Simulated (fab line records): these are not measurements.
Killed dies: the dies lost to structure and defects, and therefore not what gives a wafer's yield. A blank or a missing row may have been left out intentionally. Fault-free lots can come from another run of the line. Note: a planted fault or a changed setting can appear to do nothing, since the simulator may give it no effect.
fab line records	flow sky130
[record] lots = 15	wafers = 43	last_day = 50
route steps=708 shown NWELL@58 VT_ADJUST_HVTP@95 VT_ADJUST_LVTN@107 VT_ADJUST_HVTR@138
lots untouched by any fault: they come from a run of this same line in which no faults occurred
start_h: the number of hours between the record's first day and the start of the first shown wafer of the lot	wait_h: hours elapsed since this lot's preceding step	" same as the row above	L1.1+2: several wafers, shown together as one row	- value missing, or start not given	* or withheld: withheld	< > ~ a bound
route shown NAME@n: a module of which the file shows steps, and the number in the route of the first	usual: average and standard deviation across the fault-free wafers	same: alike in all rows	chamber/n: place in a boat	sites: readings site by site	_std_site: standard deviation across them	_edge_site: outer sites' mean less inner sites'	radius_mm: for every site, how far away it sits from the centre of the wafer	mask NAME#n: copy n	behind: the tool/chamber that last shaped the wafer	hold: what put the lot on hold/how long, in hours/how the hold closed	device: whichever transistor did not switch (one of n, p or np)	end of line: the same wafers' tests at the end of the route	a step with no rows: only its recipe	killed: not the wafer's yield, but the dies lost to structure and defects at the first sort	map: shows each die of a wafer: x if killed, . if not, _ if none is there
set.NAME: the setting that was run; set.NAME@STEP: the one run at that earlier step	model.NAME: the simulator's own value behind a step, which no gauge read
a sample of lots followed through the steps of the route, with each step as a table and each wafer as a row
services: the hour from which a tool's chamber was out of use, counted from the record's first day as start_h (under 0 if before that day), plus the number of hours and why
[[steps]]
[step SKY_NWELL_COAT_05]
[recipe] spin_rpm = 2000	resist_thk_nm = 3000
lot.wafer	tool	chamber	start_h	wait_h
L413.1+4+5	litho_track-01	0	97.80	0.1
L412.1+3+6	litho_track-01	0	98.45	0.1
L415.2+5+6	litho_track-01	0	111.68	0.1
L414.1+4+5	litho_track-03	0	112.30	0.1
L416.1+4+5	litho_track-04	0	123.05	0.1
L417.1+4+5	litho_track-01	0	123.05	0.1
L418.1+3+5	litho_track-03	0	134.65	0.1
L419.1+3+6	litho_track-04	0	134.65	0.1
L421.3+5+6	litho_track-04	0	141.10	0.1
L420.2+3+4	litho_track-01	0	142.33	0.1
L427.5+6	litho_track-01	0	161.85	0.1
L428.2+4+5	litho_track-01	0	170.13	0.1
L429.4+6	litho_track-01	0	179.63	0.1
L430.1+4+5	litho_track-03	0	183.99	0.1
L435.1+2+6	litho_track-03	0	210.34	0.1
[step SKY_NWELL_STRIP_14]
[recipe] chemistry = O2/N2	power_w = 1400	pressure_mtorr = 1500	platen_temp_c = withheld	o2_flow_sccm = 3000	n2_flow_sccm = 300	overash_fraction = 0.5
[usual] drypump_motor_current_A = 5.7/0.41	o2_flow_sccm = 2999/9.2	oes_product_au = 0.722/0.0048	strip_time_to_endpoint_s = 37.00/0.13
lot.wafer	tool	chamber	start_h	wait_h	drypump_motor_current_A	o2_flow_sccm	oes_product_au	rf_hours_counter_h	strip_time_to_endpoint_s
L413.1	plasma_asher-01	0	106.68	0.1	5.2	2992	0.719	43	36.95
L413.4	"	1	"	"	6.2	3010	0.719	-	36.96
L413.5	"	1	"	"	6.2	2993	0.717	-	36.93
L412.1	plasma_asher-03	0	107.38	0.1	6.1	2993	0.723	30	37.08
L412.3	"	1	"	"	5.6	2994	0.729	-	37.15
L412.6	"	1	"	"	5.6	2995	0.722	-	37.20
L415.2	plasma_asher-03	0	121.28	0.1	6.1	2990	0.730	31	37.15
L415.5	"	1	"	"	5.6	3003	0.723	-	37.09
L415.6	"	0	"	"	6.2	2997	0.721	-	37.12
L414.1	plasma_asher-03	1	122.28	0.1	5.6	3001	0.721	31	36.84
L414.4	"	1	"	"	5.6	3005	0.727	-	36.99
L414.5	"	1	"	"	5.6	3009	0.719	-	36.91
L416.1	plasma_asher-03	0	133.53	0.1	6.1	3008	0.724	32	36.85
L416.4	"	1	"	"	5.6	3008	0.719	-	36.83
L416.5	"	1	"	"	5.6	2989	0.725	-	36.77
L417.1	plasma_asher-01	1	133.84	0.1	6.2	2995	0.722	46	37.13
L417.4	"	1	"	"	6.2	3007	0.727	-	36.98
L417.5	"	0	"	"	5.2	2994	0.715	-	37.05
L418.1	plasma_asher-03	0	144.83	0.1	6.2	3007	0.719	34	36.95
L418.3	"	1	"	"	5.6	3002	0.722	-	36.91
L418.5	"	0	"	"	6.2	2997	0.724	-	36.90
L419.1	plasma_asher-01	0	145.18	0.1	5.2	2990	0.725	47	36.95
L419.3	"	0	"	"	5.3	2991	0.723	-	36.94
L419.6	"	0	"	"	5.3	2984	0.723	-	36.93
L421.3	plasma_asher-04	0	152.07	0.1	5.2	2991	0.724	-	36.82
L421.5	"	1	"	"	6.0	2998	0.729	-	36.85
L421.6	"	0	"	"	5.2	2999	0.725	-	37.01
L420.2	plasma_asher-03	1	152.94	0.1	5.6	3001	0.722	34	37.11
L420.3	"	1	"	"	5.6	2994	0.728	-	37.14
L420.4	"	0	"	"	6.1	3019	0.711	-	37.17
L427.5	plasma_asher-04	0	172.60	0.1	5.2	2992	0.719	-	18.23
L427.6	"	1	"	"	6.0	2994	0.724	-	37.17
L428.2	plasma_asher-03	1	181.63	0.1	5.6	3009	0.716	37	37.05
L428.4	"	0	"	"	6.1	3000	0.719	-	18.15
L428.5	"	1	"	"	5.6	3022	0.716	-	18.22
L429.4	plasma_asher-01	0	190.27	0.1	5.3	3000	0.708	-	18.12
L429.6	"	1	"	"	6.2	2997	0.722	-	36.98
L430.1	plasma_asher-04	0	195.74	0.1	5.2	2980	0.730	53	36.85
L430.4	"	0	"	"	5.2	2991	0.718	-	36.86
L430.5	"	1	"	"	6.0	2996	0.720	-	36.85
L435.1	plasma_asher-04	1	222.69	0.1	6.0	2990	0.713	56	36.81
L435.2	"	0	"	"	5.2	2988	0.726	56	36.91
L435.6	"	0	"	"	5.2	2998	0.718	-	36.84
[step SKY_VT_ADJUST_HVTP_STRIP_10]
[recipe] chemistry = O2/N2	power_w = 1400	pressure_mtorr = 1500	platen_temp_c = withheld	o2_flow_sccm = 3000	n2_flow_sccm = 300	overash_fraction = 0.5
[usual] drypump_motor_current_A = 5.6/0.46	o2_flow_sccm = 3000/8	oes_product_au = 0.715/0.0046	strip_time_to_endpoint_s = 14.17/0.047
lot.wafer	tool	chamber	start_h	wait_h	drypump_motor_current_A	o2_flow_sccm	oes_product_au	rf_hours_counter_h	strip_time_to_endpoint_s
L413.1	plasma_asher-03	1	145.25	0.1	5.6	2998	0.709	34	14.18
L413.4	"	1	"	"	5.6	3003	0.716	-	14.25
L413.5	"	1	"	"	5.6	3010	0.722	-	14.21
L412.1	plasma_asher-04	0	146.15	0.1	5.2	3005	0.717	49	14.22
L412.3	"	0	"	"	5.2	2997	0.716	-	14.26
L412.6	"	0	"	"	5.2	2998	0.707	-	14.21
L415.2	plasma_asher-03	0	161.75	0.1	6.1	3001	0.710	35	14.15
L415.5	"	1	"	"	5.6	2990	0.715	-	14.14
L415.6	"	0	"	"	6.2	3001	0.717	-	14.18
L414.1	plasma_asher-02	0	163.80	0.1	4.8	2987	0.719	4	14.13
L414.4	"	0	"	"	4.8	3004	0.724	-	14.17
L414.5	"	1	"	"	5.9	3009	0.711	-	14.15
L416.1	plasma_asher-03	1	175.46	0.1	5.6	3010	0.721	36	14.14
L416.4	"	0	"	"	6.1	3010	0.718	-	14.15
L416.5	"	0	"	"	6.1	3013	0.721	-	14.18
L417.1	plasma_asher-02	1	176.10	0.1	5.9	2986	0.708	5	14.14
L417.4	"	0	"	"	4.7	3008	0.712	-	14.15
L417.5	"	1	"	"	5.9	3004	0.720	-	14.19
L418.1	plasma_asher-03	0	187.60	0.1	6.1	2996	0.720	38	14.23
L418.3	"	0	"	"	6.1	3000	0.717	-	14.21
L418.5	"	1	"	"	5.6	2992	0.713	-	14.27
L419.1	plasma_asher-02	0	187.65	0.1	4.7	3000	0.721	6	14.12
L419.3	"	1	"	"	5.9	3006	0.707	-	14.13
L419.6	"	0	"	"	4.8	3006	0.721	-	14.09
L421.3	plasma_asher-02	1	194.19	0.1	5.9	3000	0.718	-	14.24
L421.5	"	0	"	"	4.7	2998	0.719	-	14.24
L421.6	"	1	"	"	5.9	3002	0.719	-	14.19
L420.2	plasma_asher-04	1	196.16	0.2	6.0	3010	0.721	54	14.22
L420.3	"	1	"	"	6.0	2999	0.711	-	14.17
L420.4	"	0	"	"	5.2	3003	0.722	-	14.20
L427.5	plasma_asher-03	1	216.68	0.1	5.6	3008	0.710	-	14.13
L427.6	"	0	"	"	6.2	3001	0.717	-	14.12
L428.2	plasma_asher-04	0	225.10	0.1	5.2	2993	0.717	57	14.20
L428.4	"	0	"	"	5.2	2993	0.714	-	14.12
L428.5	"	0	"	"	5.2	2994	0.714	-	14.15
L429.4	plasma_asher-02	0	235.54	0.1	4.8	2986	0.721	-	14.18
L429.6	"	0	"	"	4.7	2993	0.712	-	14.19
L430.1	plasma_asher-04	1	241.45	0.1	6.0	3001	0.722	58	14.19
L430.4	"	1	"	"	6.0	2995	0.712	-	14.13
L430.5	"	1	"	"	6.0	3006	0.716	-	14.13
L435.1	plasma_asher-04	1	269.81	0.1	6.0	3003	0.716	61	14.21
L435.2	"	0	"	"	5.2	3009	0.720	61	14.18
L435.6	"	1	"	"	6.0	3001	0.715	-	14.12
[step SKY_VT_ADJUST_LVTN_TW_MEAS_10]
[usual] VT_ADJUST_LVTN_TW = 243.0/1.9
lot.wafer	tool	chamber	start_h	wait_h	VT_ADJUST_LVTN_TW
L413.1	film_metro-01	-	166.39	0.1	243.8
L413.4	"	-	"	"	243.2
L413.5	"	-	"	"	242.2
L412.1	film_metro-01	-	166.63	0.1	243.1
L412.3	"	-	"	"	242.7
L412.6	"	-	"	"	243.7
L415.2	film_metro-01	-	182.70	0.1	243.8
L415.5	"	-	"	"	243.1
L415.6	"	-	"	"	243.6
L414.1	film_metro-02	-	185.74	0.1	241.1
L414.4	"	-	"	"	241.4
L414.5	"	-	"	"	240.8
L417.1	film_metro-04	-	197.54	0.1	244.3
L417.4	"	-	"	"	245.5
L417.5	"	-	"	"	244.4
L416.1	film_metro-02	-	197.59	0.1	240.4
L416.4	"	-	"	"	240.5
L416.5	"	-	"	"	239.9
L418.1	film_metro-02	-	209.24	0.1	240.5
L418.3	"	-	"	"	240.4
L418.5	"	-	"	"	240.4
L419.1	film_metro-01	-	210.24	0.1	244.5
L419.3	"	-	"	"	245.6
L419.6	"	-	"	"	245.7
L421.3	film_metro-02	-	216.06	0.1	241.8
L421.5	"	-	"	"	240.4
L421.6	"	-	"	"	241.8
L420.2	film_metro-02	-	218.60	0.1	241.3
L420.3	"	-	"	"	241.4
L420.4	"	-	"	"	240.8
L427.5	film_metro-04	-	239.58	0.0	247.6
L427.6	"	-	"	"	247.0
L428.2	film_metro-01	-	248.70	0.1	242.6
L428.4	"	-	"	"	243.6
L428.5	"	-	"	"	244.3
L429.4	film_metro-04	-	259.11	0.1	246.8
L429.6	"	-	"	"	245.3
L430.1	film_metro-01	-	264.84	0.1	243.3
L430.4	"	-	"	"	244.3
L430.5	"	-	"	"	245.7
L435.1	film_metro-01	-	295.04	0.1	244.3
L435.2	"	-	"	"	242.4
L435.6	"	-	"	"	244.2
[step SKY_VT_ADJUST_HVTR_CD_MEAS_07]
[recipe] target_cd_nm = 380
[usual] cd_nm = 380.0/3
lot.wafer	tool	chamber	start_h	wait_h	cd_nm
L413.1	cd_sem-01	-	231.30	0.1	381.6
L413.4	"	-	"	"	381.6
L413.5	"	-	"	"	379.6
L412.1	cd_sem-01	-	232.25	0.1	381.0
L412.3	"	-	"	"	380.9
L412.6	"	-	"	"	382.3
L415.2	cd_sem-02	-	249.72	0.1	377.3
L415.5	"	-	"	"	379.5
L415.6	"	-	"	"	376.6
L414.1	cd_sem-02	-	252.35	0.1	375.2
L414.4	"	-	"	"	374.4
L414.5	"	-	"	"	374.8
L417.1	cd_sem-02	-	265.14	0.1	375.2
L417.4	"	-	"	"	373.7
L417.5	"	-	"	"	373.3
L416.1	cd_sem-01	-	265.74	0.1	378.3
L416.4	"	-	"	"	381.8
L416.5	"	-	"	"	377.9
L418.1	cd_sem-02	-	278.05	0.1	377.1
L418.3	"	-	"	"	375.7
L418.5	"	-	"	"	375.2
L419.1	cd_sem-02	-	278.39	0.1	384.5
L419.3	"	-	"	"	383.2
L419.6	"	-	"	"	381.9
L421.3	cd_sem-01	-	286.48	0.1	378.0
L421.5	"	-	"	"	381.0
L421.6	"	-	"	"	379.8
L420.2	cd_sem-01	-	289.51	0.1	382.5
L420.3	"	-	"	"	381.8
L420.4	"	-	"	"	382.9
L427.5	cd_sem-02	-	313.33	0.1	379.4
L427.6	"	-	"	"	379.3
L428.2	cd_sem-02	-	324.37	0.1	381.5
L428.4	"	-	"	"	381.2
L428.5	"	-	"	"	383.4
L429.4	cd_sem-01	-	335.25	0.1	380.1
L429.6	"	-	"	"	381.8
L430.1	cd_sem-01	-	340.49	0.1	379.0
L430.4	"	-	"	"	378.9
L430.5	"	-	"	"	379.5
L435.1	cd_sem-01	-	375.45	0.1	383.3
L435.2	"	-	"	"	381.6
L435.6	"	-	"	"	380.9
[[services]]
tool	chamber	start_h	hours	kind
plasma_asher-02	-	108.75	9.0	pm
plasma_asher-02	0	108.75	9.0	vent_cycle
plasma_asher-02	1	108.75	9.0	vent_cycle
plasma_asher-02	0	117.75	-	clean
plasma_asher-02	1	117.75	-	clean
plasma_asher-02	-	137.45	7.0	repair
plasma_asher-04	-	190.55	5.1	repair
plasma_asher-02	-	240.68	0.9	repair
[[key]]
[first_sign] step = SKY_NWELL_STRIP_14	reading = strip_time_to_endpoint_s	direction = down	sigmas = 99+	usual = *	struck = *
effect none on later readings
met_at SKY_NWELL_COAT_05
struck_lots L427,L428,L429
struck_wafers L427.5,L428.4,L428.5,L429.4
sort_left_out L427.5,L428.4,L428.5,L429.4
tester_left_out L427,L428,L429
not_acting_at SKY_VT_ADJUST_HVTP_STRIP_10,SKY_VT_ADJUST_LVTN_TW_MEAS_10,SKY_VT_ADJUST_HVTR_CD_MEAS_07
onset_between 142.33 161.85
[fault] kind = process_parameter_drift	tool = litho_track-01	chamber = -	onset_h = 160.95	steps = SKY_NWELL_COAT_05	channel = resist_thk_nm	offset = -1612.6	shape = step	end_h = 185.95	scope = struck_wafers_only	acts_in = these_recipes_only	stated = 3000
// tester_left_out: of these lots the tester's yield and bins aren't shown, on N5 and GAA mostly nor the transistor test; their killed dies are dies lost to structure and defects alone, not to doping, threshold or leakage, so they don't give the yield
// sort_left_out: the simulated sort isn't trusted on such a fault, so these wafers' sort isn't shown, and their yield isn't known
